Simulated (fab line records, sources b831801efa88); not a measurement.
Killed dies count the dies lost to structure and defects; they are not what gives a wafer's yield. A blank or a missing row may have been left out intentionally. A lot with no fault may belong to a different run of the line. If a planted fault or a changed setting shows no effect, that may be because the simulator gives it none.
fab line records + flow gf180mcu
record
- lots=5
- wafers=15
- last_day=34
route steps=602 shown DNWELL@40 NWELL@42 LVPWELL@54 MVSD@66 PASSIVATION@602
lots with no fault: from the same line, run without faults
start_h: the number of hours between the record's first day and the start of the first shown wafer of the lot + wait_h: hours since the lot's step before + " identical to the entry in the row above + L1.1+2: a single row standing in for several wafers + - no value present, or no start provided + * or withheld: withheld + < > ~ a bound
route shown NAME@n: names a module that has steps shown in the file, with the first one's number in the route + usual: the fault-free wafers' mean and standard deviation + same: alike in all rows + chamber/n: place in a boat + sites: per-site readings + _std_site: standard deviation across them + _edge_site: inner sites' mean taken away from outer sites' mean + radius_mm: how far each site lies from the wafer's centre + mask NAME#n: copy n + behind: the most recent tool/chamber to have shaped the wafer + hold: cause of the lot's hold/its duration in hours/its outcome + device: which transistor (n, p or np) failed to switch + end of line: at the end of the route, the tests of the same wafers + for a step that has no rows: nothing shown but its recipe + killed: count of dies lost to structure and defects at first sort (not the wafer's yield) + map: shows each die of a wafer: x if killed, . if not, _ if none is there
set.NAME: the setting as run; set.NAME@STEP: as run at that earlier step + model.NAME: the simulator's own value behind a step, which no gauge read
lots at some steps of the route; a table a step, a row a wafer
services: a tool's chamber out of use, with start hour (start_h, from the record's first day; less than 0 if before it), hours out, and reason
## steps
# step GF_DNWELL_STRIP_08
# recipe
- chemistry=O2/N2
- power_w=1400
- pressure_mtorr=1500
- platen_temp_c=250
- o2_flow_sccm=3000
- n2_flow_sccm=300
- overash_fraction=0.5
# usual
- chamber_pressure_mTorr=1499.9/1.4
- drypump_motor_current_A=5.9/0.61
- heater_power_w=305/20
- oes_product_au=0.723/0.0041
- strip_time_to_endpoint_s=37.26/0.094
| lot.wafer | tool            | chamber | start_h | wait_h | chamber_pressure_mTorr | drypump_motor_current_A | heater_power_w | oes_product_au | rf_hours_counter_h | strip_time_to_endpoint_s |
|-----------|-----------------|---------|---------|--------|------------------------|-------------------------|----------------|----------------|--------------------|--------------------------|
| L189.1    | plasma_asher-03 | 0       | 86.81   | 0.1    | 1499.0                 | 6.5                     | 308            | 0.723          | 43                 | 37.13                    |
| L189.2    | "               | 1       | "       | "      | 1497.8                 | 4.9                     | 276            | 0.722          | 43                 | 37.12                    |
| L189.4    | "               | 1       | "       | "      | 1498.9                 | 4.9                     | 267            | 0.720          | -                  | 37.16                    |
| L194.1    | plasma_asher-02 | 1       | 110.36  | 0.1    | 1500.0                 | 5.9                     | 288            | 0.725          | 44                 | 37.30                    |
| L194.2    | "               | 0       | "       | "      | 1500.9                 | 6.5                     | 325            | 0.728          | 44                 | 37.34                    |
| L194.4    | "               | 1       | "       | "      | 1501.3                 | 5.9                     | 299            | 0.720          | -                  | 37.23                    |
| L201.1    | plasma_asher-02 | 0       | 149.54  | 0.1    | 1499.3                 | 6.5                     | 326            | 0.723          | 48                 | 37.25                    |
| L201.2    | "               | 1       | "       | "      | 1499.9                 | 5.9                     | 295            | 0.726          | 48                 | 37.18                    |
| L201.4    | "               | 0       | "       | "      | 1500.1                 | 6.5                     | 325            | 0.726          | -                  | 37.17                    |
| L203.2    | plasma_asher-02 | 0       | 159.64  | 0.1    | 1500.0                 | 6.4                     | 324            | 0.727          | 49                 | 37.15                    |
| L203.3    | "               | 1       | "       | "      | 1501.5                 | 5.9                     | 292            | 0.723          | -                  | 37.30                    |
| L203.6    | "               | 0       | "       | "      | 1497.8                 | 6.5                     | 320            | 0.718          | -                  | 37.23                    |
| L204.1    | plasma_asher-03 | 1       | 165.41  | 0.1    | 1497.6                 | 4.9                     | 273            | 0.721          | 52                 | 37.47                    |
| L204.5    | "               | 1       | "       | "      | 1499.8                 | 4.8                     | 274            | 0.719          | -                  | 37.35                    |
| L204.6    | "               | 0       | "       | "      | 1501.9                 | 6.5                     | 314            | 0.722          | -                  | 37.30                    |
# step GF_DNWELL_TW_MEAS_09
# usual
- DNWELL_TW=1343/9.4
| lot.wafer | tool          | chamber | start_h | wait_h | DNWELL_TW |
|-----------|---------------|---------|---------|--------|-----------|
| L189.1    | film_metro-03 | -       | 86.91   | 0.1    | 1328      |
| L189.2    | "             | -       | "       | "      | 1327      |
| L189.4    | "             | -       | "       | "      | 1331      |
| L194.1    | film_metro-03 | -       | 110.46  | 0.1    | 1329      |
| L194.2    | "             | -       | "       | "      | 1325      |
| L194.4    | "             | -       | "       | "      | 1330      |
| L201.1    | film_metro-04 | -       | 149.64  | 0.1    | 1347      |
| L201.2    | "             | -       | "       | "      | 1347      |
| L201.4    | "             | -       | "       | "      | 1344      |
| L203.2    | film_metro-01 | -       | 159.75  | 0.1    | 1355      |
| L203.3    | "             | -       | "       | "      | 1353      |
| L203.6    | "             | -       | "       | "      | 1363      |
| L204.1    | film_metro-04 | -       | 165.51  | 0.1    | 1346      |
| L204.5    | "             | -       | "       | "      | 1348      |
| L204.6    | "             | -       | "       | "      | 1350      |
# step GF_NWELL_DEHYDRATE_00
# recipe
- temp_c=200
- time_s=60
# step GF_NWELL_HMDS_01
# recipe
- prime_time_s=60
- prime_temp_c=120
# step GF_NWELL_COAT_02
# recipe
- spin_rpm=2000
- resist_thk_nm=3000
# step GF_NWELL_SOFTBAKE_03
# recipe
- temp_c=110
- time_s=withheld
# step GF_NWELL_EXPOSE_04
# recipe
- mask_id=Nwell
- target_cd_nm=860
- na=0.6
- source_shape=conventional
- sigma_outer=0.6
- dose_mj=260
# step GF_NWELL_PEB_05
# recipe
- temp_c=115
- time_s=withheld
# step GF_NWELL_DEVELOP_06
# recipe
- wall_angle_deg=90
- develop_time_s=58.48
- dev_temp_c=23
# step GF_NWELL_OVL_MEAS_07
# usual
- NWELL_OVL=-1.9/1.7
| lot.wafer | tool       | chamber | start_h | wait_h | NWELL_OVL[nm] |
|-----------|------------|---------|---------|--------|---------------|
| L189.1    | overlay-02 | -       | 101.24  | -      | -1.5          |
| L189.2    | "          | -       | "       | "      | 0.3           |
| L189.4    | "          | -       | "       | "      | 0.6           |
| L194.1    | overlay-02 | -       | 125.19  | -      | -1.1          |
| L194.2    | "          | -       | "       | "      | -0.8          |
| L194.4    | "          | -       | "       | "      | -1.3          |
| L201.1    | overlay-01 | -       | 165.61  | -      | -2.2          |
| L201.2    | "          | -       | "       | "      | -2.6          |
| L201.4    | "          | -       | "       | "      | -1.1          |
| L203.2    | overlay-01 | -       | 176.11  | -      | -0.5          |
| L203.3    | "          | -       | "       | "      | -1.8          |
| L203.6    | "          | -       | "       | "      | -3.5          |
| L204.1    | overlay-01 | -       | 181.31  | -      | 1.7           |
| L204.5    | "          | -       | "       | "      | 1.2           |
| L204.6    | "          | -       | "       | "      | -0.1          |
# step GF_NWELL_IMPLANT_08
# recipe
- species=P
- energy_kev=450
- dose_cm2=1.5e+13
- tilt_deg=0
# step GF_NWELL_IMPLANT_09
# recipe
- species=P
- energy_kev=160
- dose_cm2=4e+12
- tilt_deg=0
# step GF_NWELL_STRIP_10
# recipe
- chemistry=O2/N2
- power_w=1400
- pressure_mtorr=1500
- platen_temp_c=250
- o2_flow_sccm=3000
- n2_flow_sccm=300
- overash_fraction=0.5
# usual
- chamber_pressure_mTorr=1500.1/1.3
- drypump_motor_current_A=5.9/0.38
- heater_power_w=316/16
- oes_product_au=0.723/0.0047
- strip_time_to_endpoint_s=37.04/0.12
| lot.wafer | tool            | chamber | start_h | wait_h | chamber_pressure_mTorr | drypump_motor_current_A | heater_power_w | oes_product_au | rf_hours_counter_h | strip_time_to_endpoint_s | model.coat_of_NWELL_COAT_02.thk_nm |
|-----------|-----------------|---------|---------|--------|------------------------|-------------------------|----------------|----------------|--------------------|--------------------------|------------------------------------|
| L189.1    | plasma_asher-02 | 0       | 101.58  | 0.1    | 1502.2                 | 6.4                     | 331            | 0.722          | 43                 | 36.93                    | 0                                  |
| L189.2    | "               | 1       | "       | "      | 1501.3                 | 5.9                     | 294            | 0.722          | 43                 | 37.02                    | 0                                  |
| L189.4    | "               | 1       | "       | "      | 1499.9                 | 5.9                     | 301            | 0.727          | -                  | 36.91                    | 0                                  |
| L194.1    | plasma_asher-02 | 0       | 125.53  | 0.1    | 1501.7                 | 6.5                     | 327            | 0.962          | 46                 | -                        | 368.7                              |
| L194.2    | "               | 1       | "       | "      | 1497.6                 | 5.9                     | 298            | 0.968          | 46                 | -                        | 369.1                              |
| L194.4    | "               | 1       | "       | "      | 1500.4                 | 5.9                     | 298            | 0.963          | -                  | -                        | 370                                |
| L201.1    | plasma_asher-01 | 1       | 165.94  | 0.1    | 1497.6                 | 5.5                     | 345            | 0.729          | 5                  | 37.08                    | 0                                  |
| L201.2    | "               | 0       | "       | "      | 1498.0                 | 6.0                     | 330            | 0.723          | 5                  | 37.07                    | 0                                  |
| L201.4    | "               | 1       | "       | "      | 1502.0                 | 5.5                     | 339            | 0.722          | -                  | 37.10                    | 0                                  |
| L203.2    | plasma_asher-02 | 0       | 176.44  | 0.1    | 1499.6                 | 6.4                     | 311            | 0.716          | 51                 | 36.93                    | 0                                  |
| L203.3    | "               | 0       | "       | "      | 1500.5                 | 6.4                     | 318            | 0.725          | -                  | 36.96                    | 0                                  |
| L203.6    | "               | 1       | "       | "      | 1501.0                 | 5.9                     | 300            | 0.714          | -                  | 36.94                    | 0                                  |
| L204.1    | plasma_asher-02 | 0       | 181.64  | 0.1    | 1500.5                 | 6.4                     | 323            | 0.719          | 51                 | 37.13                    | 0                                  |
| L204.5    | "               | 0       | "       | "      | 1499.5                 | 6.5                     | 324            | 0.721          | -                  | 36.89                    | 0                                  |
| L204.6    | "               | 1       | "       | "      | 1498.0                 | 5.9                     | 294            | 0.720          | -                  | 36.90                    | 0                                  |
# step GF_NWELL_TW_MEAS_11
# usual
- NWELL_TW=1571/14
| lot.wafer | tool          | chamber | start_h | wait_h | NWELL_TW |
|-----------|---------------|---------|---------|--------|----------|
| L189.1    | film_metro-03 | -       | 101.68  | 0.1    | 1546     |
| L189.2    | "             | -       | "       | "      | 1545     |
| L189.4    | "             | -       | "       | "      | 1538     |
| L194.1    | film_metro-03 | -       | 125.63  | 0.1    | 1558     |
| L194.2    | "             | -       | "       | "      | 1558     |
| L194.4    | "             | -       | "       | "      | 1556     |
| L201.1    | film_metro-02 | -       | 166.04  | 0.1    | 1572     |
| L201.2    | "             | -       | "       | "      | 1567     |
| L201.4    | "             | -       | "       | "      | 1577     |
| L203.2    | film_metro-03 | -       | 176.55  | 0.1    | 1543     |
| L203.3    | "             | -       | "       | "      | 1547     |
| L203.6    | "             | -       | "       | "      | 1541     |
| L204.1    | film_metro-02 | -       | 181.74  | 0.1    | 1583     |
| L204.5    | "             | -       | "       | "      | 1587     |
| L204.6    | "             | -       | "       | "      | 1589     |
# step GF_LVPWELL_DEHYDRATE_00
# recipe
- temp_c=200
- time_s=60
# step GF_LVPWELL_HMDS_01
# recipe
- prime_time_s=60
- prime_temp_c=120
# step GF_LVPWELL_COAT_02
# recipe
- spin_rpm=2000
- resist_thk_nm=3000
# step GF_LVPWELL_SOFTBAKE_03
# recipe
- temp_c=110
- time_s=withheld
# step GF_LVPWELL_EXPOSE_04
# recipe
- mask_id=LVPWELL
- target_cd_nm=600
- na=0.6
- source_shape=conventional
- sigma_outer=0.6
- dose_mj=260
# step GF_LVPWELL_PEB_05
# recipe
- temp_c=115
- time_s=withheld
# step GF_LVPWELL_DEVELOP_06
# recipe
- wall_angle_deg=90
- develop_time_s=60
- dev_temp_c=23
# step GF_LVPWELL_OVL_MEAS_07
# usual
- LVPWELL_OVL=0.1/1.4
| lot.wafer | tool       | chamber | start_h | wait_h | LVPWELL_OVL[nm] |
|-----------|------------|---------|---------|--------|-----------------|
| L189.1    | overlay-02 | -       | 115.94  | -      | 0.1             |
| L189.2    | "          | -       | "       | "      | 0.2             |
| L189.4    | "          | -       | "       | "      | -1.0            |
| L194.1    | overlay-02 | -       | 141.10  | -      | 1.0             |
| L194.2    | "          | -       | "       | "      | 1.2             |
| L194.4    | "          | -       | "       | "      | 0.1             |
| L201.1    | overlay-01 | -       | 182.01  | -      | -2.5            |
| L201.2    | "          | -       | "       | "      | -1.5            |
| L201.4    | "          | -       | "       | "      | -3.3            |
| L203.2    | overlay-01 | -       | 193.76  | -      | -0.1            |
| L203.3    | "          | -       | "       | "      | 0.1             |
| L203.6    | "          | -       | "       | "      | 0.8             |
| L204.1    | overlay-02 | -       | 198.36  | -      | 3.2             |
| L204.5    | "          | -       | "       | "      | 2.0             |
| L204.6    | "          | -       | "       | "      | 2.5             |
# step GF_LVPWELL_IMPLANT_08
# recipe
- species=B
- energy_kev=170
- dose_cm2=1.5e+13
- tilt_deg=0
# step GF_LVPWELL_IMPLANT_09
# recipe
- species=B
- energy_kev=60
- dose_cm2=5e+12
- tilt_deg=0
# step GF_LVPWELL_STRIP_10
# recipe
- chemistry=O2/N2
- power_w=1400
- pressure_mtorr=1500
- platen_temp_c=250
- o2_flow_sccm=3000
- n2_flow_sccm=300
- overash_fraction=0.5
# usual
- chamber_pressure_mTorr=1500.0/1.4
- drypump_motor_current_A=5.8/0.6
- heater_power_w=305/19
- oes_product_au=0.723/0.0044
- strip_time_to_endpoint_s=37.00/0.11
| lot.wafer | tool            | chamber | start_h | wait_h | chamber_pressure_mTorr | drypump_motor_current_A | heater_power_w | oes_product_au | rf_hours_counter_h | strip_time_to_endpoint_s |
|-----------|-----------------|---------|---------|--------|------------------------|-------------------------|----------------|----------------|--------------------|--------------------------|
| L189.1    | plasma_asher-02 | 0       | 116.28  | 0.1    | 1498.1                 | 6.4                     | 335            | 0.720          | 45                 | 36.93                    |
| L189.2    | "               | 1       | "       | "      | 1499.5                 | 5.9                     | 294            | 0.716          | 45                 | 37.02                    |
| L189.4    | "               | 1       | "       | "      | 1499.1                 | 5.9                     | 298            | 0.730          | -                  | 36.87                    |
| L194.1    | plasma_asher-02 | 1       | 141.43  | 0.1    | 1499.1                 | 5.9                     | 292            | 0.722          | 47                 | 42.20                    |
| L194.2    | "               | 0       | "       | "      | 1500.9                 | 6.5                     | 330            | 0.719          | 47                 | 42.25                    |
| L194.4    | "               | 1       | "       | "      | 1501.6                 | 5.9                     | 299            | 0.731          | -                  | 42.30                    |
| L201.1    | plasma_asher-04 | 0       | 182.34  | 0.1    | 1498.9                 | 6.0                     | 324            | 0.718          | 40                 | 37.00                    |
| L201.2    | "               | 1       | "       | "      | 1499.4                 | 5.2                     | 303            | 0.722          | 40                 | 36.91                    |
| L201.4    | "               | 1       | "       | "      | 1498.2                 | 5.2                     | 302            | 0.725          | -                  | 36.95                    |
| L203.2    | plasma_asher-02 | 0       | 194.09  | 0.1    | 1501.5                 | 6.4                     | 329            | 0.720          | 53                 | 36.87                    |
| L203.3    | "               | 1       | "       | "      | 1500.8                 | 5.9                     | 292            | 0.717          | -                  | 36.92                    |
| L203.6    | "               | 0       | "       | "      | 1498.8                 | 6.5                     | 324            | 0.723          | -                  | 36.92                    |
| L204.1    | plasma_asher-04 | 1       | 198.69  | 0.1    | 1500.2                 | 5.2                     | 300            | 0.726          | 42                 | 36.93                    |
| L204.5    | "               | 1       | "       | "      | 1499.5                 | 5.2                     | 296            | 0.723          | -                  | 37.10                    |
| L204.6    | "               | 0       | "       | "      | 1501.3                 | 6.0                     | 323            | 0.715          | -                  | 37.07                    |
# step GF_LVPWELL_TW_MEAS_11
# usual
- LVPWELL_TW=557/5.8
| lot.wafer | tool          | chamber | start_h | wait_h | LVPWELL_TW |
|-----------|---------------|---------|---------|--------|------------|
| L189.1    | film_metro-03 | -       | 116.38  | 0.1    | 551        |
| L189.2    | "             | -       | "       | "      | 553        |
| L189.4    | "             | -       | "       | "      | 551        |
| L194.1    | film_metro-02 | -       | 141.53  | 0.1    | 529        |
| L194.2    | "             | -       | "       | "      | 525        |
| L194.4    | "             | -       | "       | "      | 527        |
| L201.1    | film_metro-03 | -       | 182.44  | 0.1    | 553        |
| L201.2    | "             | -       | "       | "      | 549        |
| L201.4    | "             | -       | "       | "      | 553        |
| L203.2    | film_metro-03 | -       | 194.20  | 0.1    | 546        |
| L203.3    | "             | -       | "       | "      | 549        |
| L203.6    | "             | -       | "       | "      | 548        |
| L204.1    | film_metro-03 | -       | 198.79  | 0.1    | 551        |
| L204.5    | "             | -       | "       | "      | 551        |
| L204.6    | "             | -       | "       | "      | 551        |
# step GF_MVSD_DEHYDRATE_00
# recipe
- temp_c=200
- time_s=60
# step GF_PASSIVATION_PROBE_99
| lot.wafer | tool      | chamber | start_h | wait_h | model.etest.nldd_6p0.line_ohm_um | model.etest.nmos_6p0.r_on_ohm_um | model.etest.nldd_6p0.rs_ohm_sq | model.etest.ldnmos_10p0.r_on_ohm_um | model.etest.nwell.line_ohm_um | model.etest.nwell.width_nm | model.etest.nmos_3p3_sab.r_on_ohm_um | model.etest.nmos_3p3.r_on_ohm_um |
|-----------|-----------|---------|---------|--------|----------------------------------|----------------------------------|--------------------------------|-------------------------------------|-------------------------------|----------------------------|--------------------------------------|----------------------------------|
| L189.1    | prober-01 | -       | 732.64  | 0.1    | 4709                             | 2192                             | 1403                           | 3734                                | 1124                          | 858.7                      | 1771                                 | 1646                             |
| L189.2    | prober-01 | -       | 732.69  | 0.1    | 4625                             | 2172                             | 1394                           | 3702                                | 1132                          | 854.9                      | 1783                                 | 1657                             |
| L189.4    | prober-01 | -       | 732.79  | 0.2    | 4738                             | 2193                             | 1391                           | 3734                                | 1122                          | 862.9                      | 1821                                 | 1679                             |
| L194.1    | prober-01 | -       | 760.95  | 0.1    | 5154                             | 2340                             | 1550                           | 3892                                | 1014                          | 961.4                      | 1851                                 | 1699                             |
| L194.2    | prober-01 | -       | 761.00  | 0.1    | 5071                             | 2308                             | 1551                           | 3807                                | 991                           | 959.3                      | 1846                                 | 1688                             |
| L194.4    | prober-01 | -       | 761.10  | 0.2    | 5053                             | 2346                             | 1558                           | 3925                                | 1075                          | 957.5                      | 1845                                 | 1695                             |
| L201.1    | prober-01 | -       | 798.75  | 0.1    | 4713                             | 2165                             | 1395                           | 3701                                | 1206                          | 860                        | 1811                                 | 1687                             |
| L201.2    | prober-01 | -       | 798.80  | 0.1    | 4671                             | 2167                             | 1401                           | 3645                                | 1178                          | 858.2                      | 1838                                 | 1712                             |
| L201.4    | prober-01 | -       | 798.90  | 0.2    | 4537                             | 2172                             | 1400                           | 3814                                | 1243                          | 856.7                      | 1835                                 | 1699                             |
| L203.2    | prober-01 | -       | 813.15  | 0.1    | 4628                             | 2180                             | 1381                           | 3798                                | 1151                          | 858.9                      | 1819                                 | 1671                             |
| L203.3    | prober-01 | -       | 813.20  | 0.2    | 4591                             | 2176                             | 1387                           | 3797                                | 1169                          | 858.5                      | 1790                                 | 1655                             |
| L203.6    | prober-01 | -       | 813.35  | 0.2    | 4630                             | 2176                             | 1380                           | 3796                                | 1168                          | 865.5                      | 1800                                 | 1671                             |
| L204.1    | prober-02 | -       | 820.15  | 0.1    | 4600                             | 2113                             | 1387                           | 3658                                | 1157                          | 855.5                      | 1727                                 | 1596                             |
| L204.5    | prober-02 | -       | 820.35  | 0.2    | 4625                             | 2120                             | 1377                           | 3693                                | 1142                          | 852.8                      | 1743                                 | 1605                             |
| L204.6    | prober-02 | -       | 820.40  | 0.2    | 4715                             | 2102                             | 1386                           | 3643                                | 1142                          | 853.3                      | 1748                                 | 1608                             |
# killed by level:class
L189.1 V3:geometric_particle:open=4 STI:geometric_particle:short=3 STI:geometric_particle:open=3 CONTACT:geometric_particle:open=3 V2:geometric_particle:open=3 M3:geometric_particle:short=3 V5:geometric_particle:open=3 SAB:geometric_particle:open=2
L189.2 M1:geometric_particle:short=6 V1:geometric_particle:open=4 POLY_GATE:geometric_particle:open=3 V4:geometric_particle:open=3 V2:geometric_particle:open=3 M4:geometric_particle:short=3 POLY_GATE:geometric_particle:short=2 CONTACT:geometric_particle:short=2
L189.4 V5:geometric_particle:open=4 CONTACT:geometric_particle:open=3 V3:geometric_particle:open=3 CONTACT:geometric_particle:short=2 V1:geometric_particle:open=2 V2:geometric_particle:open=2 M4:geometric_particle:short=2 V4:geometric_particle:open=2
L201.1 V5:geometric_particle:open=9 V1:geometric_particle:open=6 V4:geometric_particle:open=6 V2:geometric_particle:open=5 STI:geometric_particle:short=3 V2:geometric_particle:short=3 M4:geometric_particle:short=3 SAB:geometric_particle:open=2
L201.2 M2:geometric_particle:short=4 V5:geometric_particle:open=4 CONTACT:geometric_particle:open=3 V2:geometric_particle:short=3 M3:geometric_particle:short=3 V3:geometric_particle:open=3 M5:geometric_particle:short=3 STI:geometric_particle:open=2
L201.4 V4:geometric_particle:open=6 V3:geometric_particle:open=5 V2:geometric_particle:open=4 CONTACT:geometric_particle:open=3 V5:geometric_particle:short=3 STI:geometric_particle:short=2 M1:geometric_particle:short=2 V1:geometric_particle:open=2
L203.2 CONTACT:geometric_particle:open=8 M4:geometric_particle:short=5 V1:geometric_particle:open=5 V3:geometric_particle:open=4 V2:geometric_particle:open=3 V4:geometric_particle:open=3 STI:geometric_particle:short=2 CONTACT:geometric_particle:short=2
L203.3 V5:geometric_particle:open=7 CONTACT:geometric_particle:open=5 V3:geometric_particle:open=5 V5:geometric_particle:short=4 CONTACT:geometric_particle:short=4 V4:geometric_particle:open=4 V1:geometric_particle:open=3 M3:geometric_particle:short=3
L203.6 V3:geometric_particle:open=5 V1:geometric_particle:open=4 V5:geometric_particle:open=4 STI:geometric_particle:open=3 V2:geometric_particle:open=3 V4:geometric_particle:short=3 CONTACT:geometric_particle:open=2 CONTACT:geometric_particle:short=2
L204.1 V3:geometric_particle:open=5 CONTACT:geometric_particle:short=4 V1:geometric_particle:open=4 V2:geometric_particle:open=4 STI:geometric_particle:open=3 V4:geometric_particle:open=3 V5:geometric_particle:open=3 STI:geometric_particle:short=2
L204.5 V3:geometric_particle:open=6 V2:geometric_particle:open=5 V4:geometric_particle:open=5 CONTACT:geometric_particle:open=4 M1:geometric_particle:short=4 V4:geometric_particle:short=4 CONTACT:geometric_particle:short=3 V5:geometric_particle:open=3
L204.6 V5:geometric_particle:open=6 V4:geometric_particle:open=6 M1:geometric_particle:short=5 V1:geometric_particle:open=4 M2:geometric_particle:short=3 V3:geometric_particle:short=3 STI:geometric_particle:open=2 CONTACT:geometric_particle:open=2
## services
| tool            | chamber | start_h | hours | kind       |
|-----------------|---------|---------|-------|------------|
| plasma_asher-01 | -       | 108.75  | 9.0   | pm         |
| plasma_asher-01 | 0       | 108.75  | 9.0   | vent_cycle |
| plasma_asher-01 | 1       | 108.75  | 9.0   | vent_cycle |
| plasma_asher-01 | 0       | 117.75  | -     | clean      |
| plasma_asher-01 | 1       | 117.75  | -     | clean      |
| plasma_asher-02 | -       | 126.89  | 2.7   | repair     |
| plasma_asher-02 | -       | 145.58  | 3.1   | repair     |
| plasma_asher-03 | -       | 171.99  | 2.8   | pm         |
## key
first_sign
- step=GF_NWELL_STRIP_10
- reading=oes_product_au
- direction=up
- sigmas=51
- usual=0.723
- struck=0.964
effect
- step=GF_LVPWELL_STRIP_10
- reading=strip_time_to_endpoint_s
- direction=up
- sigmas=49
- usual=*
- struck=*
effect
- step=GF_LVPWELL_TW_MEAS_11
- reading=LVPWELL_TW
- direction=down
- sigmas=5.1
- usual=557
- struck=527
model_effect
- step=GF_NWELL_STRIP_10
- value=coat_of_NWELL_COAT_02.thk_nm
- without=0
- struck=369.3
model_effect
- step=GF_PASSIVATION_PROBE_99
- value=etest.nldd_6p0.line_ohm_um
- without=4590
- struck=5093
met_at GF_NWELL_STRIP_10
struck_wafers L194.1,L194.2,L194.4
sort_left_out L194.1,L194.2,L194.4
tester_left_out L194
onset_between 101.58 125.53
fault
- kind=strip_aborted
- tool=plasma_asher-02
- chamber=-
- onset_h=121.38
- steps=GF_NWELL_STRIP_10
- offset=0.43179
- end_h=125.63
# tester_left_out: of these lots the tester's yield and bins aren't shown, on N5 and GAA mostly nor the transistor test; their killed dies are dies lost to structure and defects alone, not to doping, threshold or leakage, so they don't give the yield
# sort_left_out: the simulated sort isn't trusted on such a fault, so these wafers' sort isn't shown, and their yield isn't known
